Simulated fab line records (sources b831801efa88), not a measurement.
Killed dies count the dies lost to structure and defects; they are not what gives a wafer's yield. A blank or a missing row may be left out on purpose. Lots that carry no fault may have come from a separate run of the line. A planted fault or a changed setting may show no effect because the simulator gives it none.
fab line records    flow sky130
[record] lots = 11  wafers = 33  last-day = 50
route steps=708 shown LI_CONTACT@386 CONTACT@429 METAL1@435 PAD_OPEN@708
lots untouched by any fault: they come from a run of this same line in which no faults occurred
start-h: hours from the record's opening day to when the first of the lot's shown wafers began    wait-h: how many hours have passed since the lot's step before this one    " as in the row above    L1.1+2: several wafers, shown together as one row    - either no value or no given start    * or withheld: withheld    < > ~ a bound
route shown NAME@n: a module of which the file shows steps, and the number in the route of the first    usual: average and standard deviation across the fault-free wafers    same: alike in all rows    chamber/n: place in a boat    sites: readings site by site    _std_site: the values' standard deviation    _edge_site: mean of outer sites minus mean of inner sites    radius-mm: for every site, how far away it sits from the centre of the wafer    mask NAME#n: copy n    behind: the most recent tool/chamber to have shaped the wafer    hold: why the lot was held/for how many hours/how that ended    device: names the non-switching transistor (n, p or np)    end of line: the tests these same wafers got at the end of their route    step lacking rows: just its recipe    killed: dies that structure and defects cost at the first sort, which is not the same as the wafer's yield    map: shows each die of a wafer: x if killed, . if not, _ if none is there
set.NAME: the setting that was run; set.NAME@STEP: the one run at that earlier step    model.NAME: the simulator's own value behind a step, which no gauge read
route steps across a sampled set of lots; one table per step, one row per wafer
services: the hour from which a tool's chamber was out of use, counted from the record's first day as start-h (under 0 if before that day), plus the number of hours and why
[[steps]]
[step SKY_LI_CONTACT_CMP_24]
[recipe] stop-on = PSG  t-overpolish-s = 20  down-force-psi = 3.5  platen-rpm = 60  target-thk-nm = 0  pad-velocity-m-s = 0.94248
[usual] motor-current-A = 12.0/1.8  overpolish-run-s = 20.001/0.009  slurry-filter-dp-kPa = 13.50/0.14  time-to-endpoint-s = 104/3.8
lot.wafer  tool    chamber  start-h  wait-h  motor-current-A  overpolish-run-s  slurry-filter-dp-kPa  time-to-endpoint-s
L254.2     cmp-02  3        659.90   0.0     11.4             19.999            13.51                 101
L254.1     "       1        "        "       10.2             20.008            13.63                 105
L254.4     "       2        "        "       14.8             20.000            13.52                 103
L255.1     cmp-02  3        685.60   0.1     11.8             20.021            13.48                 97
L255.3     "       1        "        "       9.8              19.998            13.51                 100
L255.6     "       2        "        "       14.8             20.001            13.63                 96
L258.3     cmp-02  0        708.42   0.1     12.7             19.999            13.48                 103
L258.2     "       1        "        "       10.0             20.024            13.47                 103
L258.5     "       3        "        "       11.9             20.006            13.36                 98
L257.1     cmp-01  2        713.80   0.1     14.3             19.986            13.40                 108
L257.4     "       3        "        "       11.3             20.002            13.51                 106
L257.5     "       1        "        "       9.9              20.004            13.50                 105
L260.1     cmp-02  3        748.85   0.1     12.0             19.997            13.45                 112
L260.4     "       0        "        "       13.0             20.014            13.38                 106
L260.6     "       1        "        "       10.1             19.999            13.50                 108
L263.2     cmp-02  3        756.78   0.0     11.6             19.993            13.58                 96
L263.1     "       0        "        "       12.2             20.019            13.08                 101
L263.6     "       0        "        "       12.4             19.997            13.46                 101
L265.1     cmp-01  3        804.47   0.1     11.7             20.008            13.55                 102
L265.5     "       2        "        "       14.2             20.010            13.40                 103
L265.6     "       3        "        "       11.2             20.004            13.33                 108
L269.1     cmp-02  1        809.43   0.1     10.0             19.982            13.58                 102
L269.4     "       3        "        "       12.3             20.000            13.68                 105
L269.6     "       1        "        "       9.8              20.007            13.34                 108
L271.2     cmp-01  0        810.43   0.1     9.3              20.005            13.55                 108
L271.4     "       1        "        "       9.5              19.996            13.46                 108
L271.5     "       0        "        "       9.1              19.973            13.43                 102
L272.4     cmp-02  2        813.35   0.0     14.6             19.999            13.46                 110
L272.3     "       3        "        "       11.6             20.007            13.47                 105
L272.6     "       3        "        "       12.3             20.001            13.54                 103
L276.3     cmp-01  2        847.17   0.1     14.4             20.012            13.64                 105
L276.1     "       0        "        "       9.2              19.993            13.58                 102
L276.5     "       2        "        "       14.5             20.005            13.61                 105
[step SKY_CONTACT_SPUTTER_23]
[recipe] material = TiN  target-thk-nm = 20  chamber-pressure-pa = 5  power-w = 4000  time-s = 80
[usual] throttle-valve-pct = 29.5/1.2
lot.wafer  tool            chamber  start-h  wait-h  throttle-valve-pct
L254.1     pvd-sputter-01  -        718.21   0.0     30.3
L254.2     "               -        "        "       28.6
L254.4     "               -        "        "       28.4
L255.1     pvd-sputter-04  -        744.16   0.0     29.2
L255.3     "               -        "        "       28.3
L255.6     "               -        "        "       30.2
L258.2     pvd-sputter-04  -        767.46   0.0     29.0
L258.3     "               -        "        "       28.6
L258.5     "               -        "        "       30.1
L257.1     pvd-sputter-01  -        771.24   0.0     28.3
L257.4     "               -        "        "       28.4
L257.5     "               -        "        "       28.6
L260.1     pvd-sputter-01  -        806.60   0.0     28.7
L260.4     "               -        "        "       28.3
L260.6     "               -        "        "       28.2
L263.1     pvd-sputter-04  -        813.26   0.0     29.0
L263.2     "               -        "        "       28.5
L263.6     "               -        "        "       28.6
L265.1     pvd-sputter-04  -        859.88   0.0     30.2
L265.5     "               -        "        "       29.5
L265.6     "               -        "        "       28.5
L269.1     pvd-sputter-03  -        864.95   0.0     31.2
L269.4     "               -        "        "       27.5
L269.6     "               -        "        "       31.3
L271.2     pvd-sputter-04  -        865.65   0.0     28.2
L271.4     "               -        "        "       29.5
L271.5     "               -        "        "       28.6
L272.3     pvd-sputter-04  -        869.70   0.0     30.1
L272.4     "               -        "        "       28.5
L272.6     "               -        "        "       29.7
L276.1     pvd-sputter-01  -        900.21   0.0     30.3
L276.3     "               -        "        "       28.3
L276.5     "               -        "        "       31.4
[step SKY_CONTACT_CVD_24]
[recipe] material = W  target-thk-nm = 340  time-s = 102.12  temp-c = 400  pressure-torr = 40
[usual] heater-power-w = 909/69
lot.wafer  tool      chamber  start-h  wait-h  heater-power-w
L254.1     cvd-w-02  1        718.27   0.0     952
L254.2     "         0        "        "       923
L254.4     "         0        "        "       896
L255.1     cvd-w-01  0        744.22   0.0     800
L255.3     "         0        "        "       814
L255.6     "         1        "        "       951
L258.2     cvd-w-02  1        767.52   0.0     972
L258.3     "         1        "        "       949
L258.5     "         0        "        "       911
L257.1     cvd-w-01  1        771.30   0.0     968
L257.4     "         0        "        "       803
L257.5     "         0        "        "       806
L260.1     cvd-w-01  1        806.66   0.0     975
L260.4     "         1        "        "       964
L260.6     "         0        "        "       812
L263.1     cvd-w-01  1        813.32   0.0     962
L263.2     "         0        "        "       802
L263.6     "         0        "        "       816
L265.1     cvd-w-01  0        859.94   0.0     790
L265.5     "         1        "        "       980
L265.6     "         0        "        "       826
L269.1     cvd-w-01  1        865.01   0.0     994
L269.4     "         1        "        "       956
L269.6     "         0        "        "       814
L271.2     cvd-w-01  0        865.71   0.0     805
L271.4     "         1        "        "       974
L271.5     "         1        "        "       952
L272.3     cvd-w-02  0        869.79   0.1     914
L272.4     "         1        "        "       950
L272.6     "         1        "        "       984
L276.1     cvd-w-02  0        900.27   0.0     918
L276.3     "         1        "        "       966
L276.5     "         1        "        "       973
[step SKY_CONTACT_RS_MEAS_25]
[recipe] thk-meas-gauge = four-point-probe  reads = W_of_CONTACT_CVD_24+TiN_of_CONTACT_SPUTTER_23
[usual] CONTACT_W_RS = 0.340/0.0041
lot.wafer  tool           chamber  start-h  wait-h  CONTACT_W_RS[ohm/sq]
L254.1     film-metro-03  -        718.38   0.1     0.334
L254.2     "              -        "        "       0.336
L254.4     "              -        "        "       0.341
L255.1     film-metro-03  -        744.33   0.1     0.343
L255.3     "              -        "        "       0.338
L255.6     "              -        "        "       0.339
L258.2     film-metro-02  -        767.65   0.1     0.337
L258.3     "              -        "        "       0.333
L258.5     "              -        "        "       0.339
L257.1     film-metro-03  -        771.41   0.1     0.339
L257.4     "              -        "        "       0.339
L257.5     "              -        "        "       0.340
L260.1     film-metro-02  -        806.77   0.1     0.347
L260.4     "              -        "        "       0.345
L260.6     "              -        "        "       0.345
L263.1     film-metro-03  -        813.43   0.1     0.344
L263.2     "              -        "        "       0.342
L263.6     "              -        "        "       0.343
L265.1     film-metro-02  -        860.05   0.1     0.343
L265.5     "              -        "        "       0.342
L265.6     "              -        "        "       0.342
L269.1     film-metro-03  -        865.13   0.1     0.284
L269.4     "              -        "        "       0.280
L269.6     "              -        "        "       0.284
L271.2     film-metro-02  -        865.85   0.1     0.279
L271.4     "              -        "        "       0.280
L271.5     "              -        "        "       0.278
L272.3     film-metro-02  -        869.91   0.1     0.333
L272.4     "              -        "        "       0.330
L272.6     "              -        "        "       0.331
L276.1     film-metro-03  -        900.38   0.1     0.340
L276.3     "              -        "        "       0.337
L276.5     "              -        "        "       0.339
[step SKY_CONTACT_THK_MEAS_26]
[recipe] thk-meas-gauge = xrf  reads = W_of_CONTACT_CVD_24
[usual] CONTACT_W_THK = 339/5.8
lot.wafer  tool           chamber  start-h  wait-h  CONTACT_W_THK[nm]
L254.1     film-metro-03  -        718.50   0.1     351
L254.2     "              -        "        "       349
L254.4     "              -        "        "       346
L255.1     film-metro-03  -        744.45   0.1     337
L255.3     "              -        "        "       341
L255.6     "              -        "        "       340
L258.2     film-metro-02  -        767.76   0.1     341
L258.3     "              -        "        "       343
L258.5     "              -        "        "       338
L257.1     film-metro-03  -        771.53   0.1     342
L257.4     "              -        "        "       345
L257.5     "              -        "        "       342
L260.1     film-metro-02  -        806.89   0.1     335
L260.4     "              -        "        "       337
L260.6     "              -        "        "       335
L263.1     film-metro-03  -        813.55   0.1     338
L263.2     "              -        "        "       338
L263.6     "              -        "        "       340
L265.1     film-metro-02  -        860.17   0.1     335
L265.5     "              -        "        "       336
L265.6     "              -        "        "       335
L269.1     film-metro-03  -        865.25   0.1     411
L269.4     "              -        "        "       415
L269.6     "              -        "        "       409
L271.2     film-metro-02  -        865.96   0.1     416
L271.4     "              -        "        "       411
L271.5     "              -        "        "       422
L272.3     film-metro-02  -        870.01   0.1     349
L272.4     "              -        "        "       354
L272.6     "              -        "        "       351
L276.1     film-metro-03  -        900.50   0.1     341
L276.3     "              -        "        "       343
L276.5     "              -        "        "       343
[step SKY_CONTACT_CMP_27]
[recipe] stop-on = SiO2  t-overpolish-s = 15  down-force-psi = 3.5  platen-rpm = 60  target-thk-nm = 0  pad-velocity-m-s = 0.94248
[usual] motor-current-A = 11.7/2  slurry-filter-dp-kPa = 13.50/0.14  time-to-endpoint-s = 82/3.1
lot.wafer  tool    chamber  start-h  wait-h  motor-current-A  slurry-filter-dp-kPa  time-to-endpoint-s
L254.4     cmp-01  1        718.56   0.0     9.4              13.41                 85
L254.2     "       3        "        "       11.4             13.58                 82
L254.1     "       0        "        "       9.3              13.39                 86
L255.3     cmp-01  0        744.53   0.1     9.7              13.30                 84
L255.1     "       1        "        "       8.9              13.27                 81
L255.6     "       1        "        "       9.5              13.66                 82
L258.2     cmp-01  0        767.86   0.1     9.6              13.34                 81
L258.3     "       1        "        "       9.8              13.44                 84
L258.5     "       3        "        "       11.5             13.42                 78
L257.1     cmp-02  0        771.69   0.1     12.8             13.65                 80
L257.4     "       1        "        "       10.2             13.29                 80
L257.5     "       3        "        "       11.4             13.52                 77
L260.4     cmp-02  0        806.95   0.0     12.2             13.65                 84
L260.1     "       2        "        "       14.2             13.57                 83
L260.6     "       1        "        "       10.4             13.56                 88
L263.1     cmp-01  3        813.66   0.1     11.4             13.56                 80
L263.2     "       1        "        "       9.8              13.49                 83
L263.6     "       2        "        "       15.3             13.70                 84
L265.1     cmp-01  1        860.23   0.1     9.6              13.66                 75
L265.6     "       1        "        "       9.7              13.52                 74
L265.5     "       2        "        "       14.8             13.29                 81
L269.4     cmp-01  2        865.31   0.0     14.9             13.35                 104
L269.1     "       3        "        "       11.7             13.38                 95
L269.6     "       2        "        "       15.4             13.39                 100
L271.4     cmp-02  0        866.01   0.0     12.7             13.59                 100
L271.2     "       3        "        "       11.9             13.51                 100
L271.5     "       1        "        "       9.5              13.56                 104
L272.3     cmp-01  3        870.05   0.0     11.3             13.42                 83
L272.4     "       2        "        "       15.2             13.16                 84
L272.6     "       3        "        "       11.0             13.71                 81
L276.1     cmp-01  0        900.56   0.1     9.3              13.56                 82
L276.3     "       3        "        "       11.4             13.27                 83
L276.5     "       1        "        "       9.8              13.42                 84
[step SKY_METAL1_SPUTTER_01]
[recipe] material = TiN  target-thk-nm = 20  power-w = 6500  time-s = 16.7  chamber-pressure-pa = 0.4
[usual] throttle-valve-pct = 29.6/1.3
lot.wafer  tool            chamber  start-h  wait-h  throttle-valve-pct
L254.1     pvd-sputter-01  -        718.88   0.0     28.3
L254.2     "               -        "        "       31.0
L254.4     "               -        "        "       30.3
L255.1     pvd-sputter-01  -        744.86   0.0     28.8
L255.3     "               -        "        "       31.4
L255.6     "               -        "        "       28.5
L258.2     pvd-sputter-01  -        768.13   0.0     28.2
L258.3     "               -        "        "       29.8
L258.5     "               -        "        "       30.3
L257.1     pvd-sputter-02  -        771.91   0.0     29.4
L257.4     "               -        "        "       30.1
L257.5     "               -        "        "       28.9
L260.1     pvd-sputter-03  -        807.28   0.0     27.7
L260.4     "               -        "        "       29.1
L260.6     "               -        "        "       27.9
L263.1     pvd-sputter-03  -        813.93   0.0     27.6
L263.2     "               -        "        "       31.0
L263.6     "               -        "        "       30.9
L265.1     pvd-sputter-03  -        860.55   0.0     27.8
L265.5     "               -        "        "       30.9
L265.6     "               -        "        "       28.8
L269.1     pvd-sputter-03  -        865.63   0.0     27.9
L269.4     "               -        "        "       28.9
L269.6     "               -        "        "       31.1
L271.2     pvd-sputter-03  -        866.33   0.0     27.6
L271.4     "               -        "        "       28.9
L271.5     "               -        "        "       28.1
L272.3     pvd-sputter-03  -        870.37   0.0     30.9
L272.4     "               -        "        "       27.6
L272.6     "               -        "        "       28.9
L276.1     pvd-sputter-03  -        900.88   0.0     31.2
L276.3     "               -        "        "       29.0
L276.5     "               -        "        "       31.0
[step SKY_PAD_OPEN_PROBE_99]
[usual] killed_at_M0_to_M3 = 44/7.4  killed_at_M4_up = 3.2/2  killed-at-contacts = 24/5.1  killed-at-front-end = 15/4.8  killed-at-other = 0.2/0.46  killed-dies = 86/10  killed-on-rim = 17/3.6  killed-open = 47/7.5  killed-short = 39/7
[same] gross-dies = 492  killed-at-back-side = 0
lot.wafer  tool       chamber  start-h  wait-h  killed_at_M0_to_M3  killed_at_M4_up  killed-at-contacts  killed-at-front-end  killed-at-other  killed-dies  killed-on-rim  killed-open  killed-short
L258.2     prober-02  -        1096.90  0.1     50                  5                29                  11                   1                96           20             56           40
L258.3     prober-02  -        1096.95  0.2     49                  3                19                  22                   0                93           17             43           50
L258.5     prober-02  -        1097.05  0.2     41                  5                26                  19                   0                91           23             47           44
L265.1     prober-02  -        1167.29  0.1     48                  2                20                  16                   0                86           16             50           35
L265.5     prober-02  -        1167.49  0.2     37                  0                24                  15                   0                76           14             38           37
L265.6     prober-02  -        1167.54  0.2     43                  0                19                  22                   0                84           18             40           43
L269.1     prober-01  -        1172.58  0.1     41                  3                20                  21                   0                85           16             48           37
L269.4     prober-01  -        1172.73  0.2     53                  0                21                  21                   0                95           19             48           47
L269.6     prober-01  -        1172.83  0.2     41                  5                14                  11                   1                72           15             40           32
L271.2     prober-02  -        1173.49  0.1     36                  1                21                  10                   0                68           12             48           20
L271.4     prober-02  -        1173.59  0.2     37                  5                29                  15                   0                86           16             33           53
L271.5     prober-02  -        1173.64  0.2     34                  1                41                  22                   0                98           19             57           41
L272.3     prober-01  -        1174.82  0.2     57                  2                22                  12                   0                93           15             56           37
L272.4     prober-01  -        1174.87  0.2     61                  5                27                  19                   0                112          24             69           43
L272.6     prober-01  -        1174.97  0.2     48                  3                24                  14                   0                89           12             51           38
// killed by level:class
L258.2 CONTACT:geometric-particle:open=15 VIA2:geometric-particle:open=10 VIA1:geometric-particle:short=8 VIA1:geometric-particle:open=8 METAL1:geometric-particle:short=7 LI_CONTACT:geometric-particle:open=6 VIA3:geometric-particle:open=6 METAL2:geometric-particle:short=5
L258.3 VIA1:geometric-particle:short=11 CONTACT:geometric-particle:open=8 VIA1:geometric-particle:open=7 VIA3:geometric-particle:open=6 POLY_GATE:geometric-particle:open=6 SPACER:geometric-particle:short=6 METAL1:geometric-particle:short=5 VIA2:geometric-particle:short=5
L258.5 CONTACT:geometric-particle:open=9 VIA1:geometric-particle:open=8 METAL1:geometric-particle:short=8 VIA2:geometric-particle:open=7 VIA3:geometric-particle:open=7 LOCAL_INTERCONNECT:geometric-particle:short=6 METAL2:geometric-particle:short=5 POLY_CUT:geometric-particle:short=4
L265.1 VIA1:geometric-particle:open=14 CONTACT:geometric-particle:open=8 METAL1:geometric-particle:short=8 VIA2:geometric-particle:open=7 VIA3:geometric-particle:open=6 LI_CONTACT:geometric-particle:open=5 METAL2:geometric-particle:short=5 FIELD_ISO:geometric-particle:open=4
L265.5 VIA2:geometric-particle:open=9 FIELD_ISO:geometric-particle:open=8 LI_CONTACT:geometric-particle:open=7 METAL1:geometric-particle:short=7 LOCAL_INTERCONNECT:geometric-particle:short=6 VIA1:geometric-particle:open=5 METAL2:geometric-particle:short=5 CONTACT:geometric-particle:short=4
L265.6 VIA1:geometric-particle:open=10 CONTACT:geometric-particle:open=8 METAL2:geometric-particle:short=8 METAL1:geometric-particle:short=7 CONTACT:geometric-particle:short=6 VIA1:geometric-particle:short=5 FIELD_ISO:geometric-particle:short=4 FIELD_ISO:geometric-particle:open=4
L269.1 VIA1:geometric-particle:open=9 LI_CONTACT:geometric-particle:open=8 POLY_GATE:geometric-particle:open=6 FIELD_ISO:geometric-particle:short=5 FIELD_ISO:geometric-particle:open=5 METAL1:geometric-particle:short=5 VIA2:geometric-particle:open=5 VIA3:geometric-particle:open=5
L269.4 VIA1:geometric-particle:open=16 METAL2:geometric-particle:short=7 LI_CONTACT:geometric-particle:open=7 FIELD_ISO:geometric-particle:open=6 VIA3:geometric-particle:open=5 CONTACT:geometric-particle:short=5 METAL1:geometric-particle:short=5 VIA2:geometric-particle:short=5
L269.6 VIA1:geometric-particle:open=10 CONTACT:geometric-particle:open=9 VIA3:geometric-particle:open=7 METAL1:geometric-particle:short=5 VIA2:geometric-particle:open=5 METAL2:geometric-particle:short=4 METAL4:geometric-particle:short=4 POLY_GATE:geometric-particle:short=3
L271.2 CONTACT:geometric-particle:open=9 VIA1:geometric-particle:open=9 LI_CONTACT:geometric-particle:open=8 VIA3:geometric-particle:open=7 VIA2:geometric-particle:open=6 METAL2:geometric-particle:short=4 VIA1:geometric-particle:short=4 POLY_GATE:geometric-particle:open=3
L271.4 LOCAL_INTERCONNECT:geometric-particle:short=9 VIA2:geometric-particle:open=7 CONTACT:geometric-particle:open=7 POLY_GATE:geometric-particle:short=6 VIA1:geometric-particle:short=6 LI_CONTACT:geometric-particle:open=6 METAL1:geometric-particle:short=6 FIELD_ISO:geometric-particle:short=5
L271.5 CONTACT:geometric-particle:open=15 LI_CONTACT:geometric-particle:open=9 CONTACT:geometric-particle:short=9 VIA1:geometric-particle:open=8 FIELD_ISO:geometric-particle:open=7 POLY_GATE:geometric-particle:open=5 LOCAL_INTERCONNECT:geometric-particle:short=5 METAL2:geometric-particle:short=5
L272.3 VIA1:geometric-particle:open=14 CONTACT:geometric-particle:open=10 VIA3:geometric-particle:open=7 LI_CONTACT:geometric-particle:open=6 METAL1:geometric-particle:short=6 VIA2:geometric-particle:open=6 METAL2:geometric-particle:short=5 METAL3:geometric-particle:short=5
L272.4 VIA1:geometric-particle:open=23 CONTACT:geometric-particle:open=11 VIA2:geometric-particle:open=10 METAL2:geometric-particle:short=7 VIA3:geometric-particle:open=6 LI_CONTACT:geometric-particle:open=5 METAL4:geometric-particle:short=5 POLY_GATE:geometric-particle:open=4
L272.6 VIA1:geometric-particle:open=16 LI_CONTACT:geometric-particle:open=8 CONTACT:geometric-particle:open=8 VIA2:geometric-particle:open=7 VIA1:geometric-particle:short=7 METAL2:geometric-particle:short=4 FIELD_ISO:geometric-particle:open=3 POLY_GATE:geometric-particle:short=3
[[services]]
tool            chamber  start-h  hours  kind
pvd-sputter-04  -        648.84   2.5    repair
pvd-sputter-01  -        668.58   0.7    repair
pvd-sputter-03  -        691.45   30.1   repair
cvd-w-01        -        692.19   6.0    pm
pvd-sputter-01  -        729.11   5.1    repair
cmp-01          -        730.36   4.1    pm
cvd-w-01        -        743.25   0.3    repair
cmp-02          -        744.00   4.0    pm
cmp-02          -        748.00   -      consumable-replace:conditioner
pvd-sputter-03  -        756.71   6.4    repair
pvd-sputter-03  -        766.97   2.8    repair
cmp-01          -        768.11   5.6    pm
cvd-w-01        -        775.01   6.9    pm
cmp-01          -        779.00   8.9    pm
pvd-sputter-04  -        780.91   9.5    repair
cmp-01          -        790.10   0.9    repair
pvd-sputter-02  -        798.21   108.1  repair
cmp-01          -        803.22   0.5    repair
pvd-sputter-03  -        824.89   4.6    repair
cmp-02          -        834.17   6.7    pm
cmp-02          -        842.16   1.8    repair
pvd-sputter-01  -        862.72   5.0    repair
cvd-w-01        -        876.23   1.3    repair
cvd-w-02        -        900.54   1.2    repair
[[key]]
[first-sign] step = SKY_CONTACT_RS_MEAS_25  reading = CONTACT_W_RS  direction = down  sigmas = 14  usual = 0.340  struck = 0.281
[effect] step = SKY_CONTACT_THK_MEAS_26  reading = CONTACT_W_THK  direction = up  sigmas = 13  usual = 339  struck = 414
[effect] step = SKY_CONTACT_CMP_27  reading = time-to-endpoint-s  direction = up  sigmas = 5.9  usual = *  struck = *
met-at SKY_CONTACT_CVD_24
struck-lots L269,L271
tester-left-out L269,L271
not-acting-at SKY_LI_CONTACT_CMP_24,SKY_CONTACT_SPUTTER_23,SKY_METAL1_SPUTTER_01
onset-between 859.94 865.01
[fault] kind = process-parameter-drift  tool = cvd-w-01  chamber = -  onset-h = 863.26  steps = SKY_CONTACT_CVD_24  channel = target-thk-nm  offset = 71.386  shape = step  end-h = 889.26  acts-in = these-recipes-only  stated = 340
// tester-left-out: of these lots the tester's yield and bins aren't shown, on N5 and GAA mostly nor the transistor test; their killed dies are dies lost to structure and defects alone, not to doping, threshold or leakage, so they don't give the yield
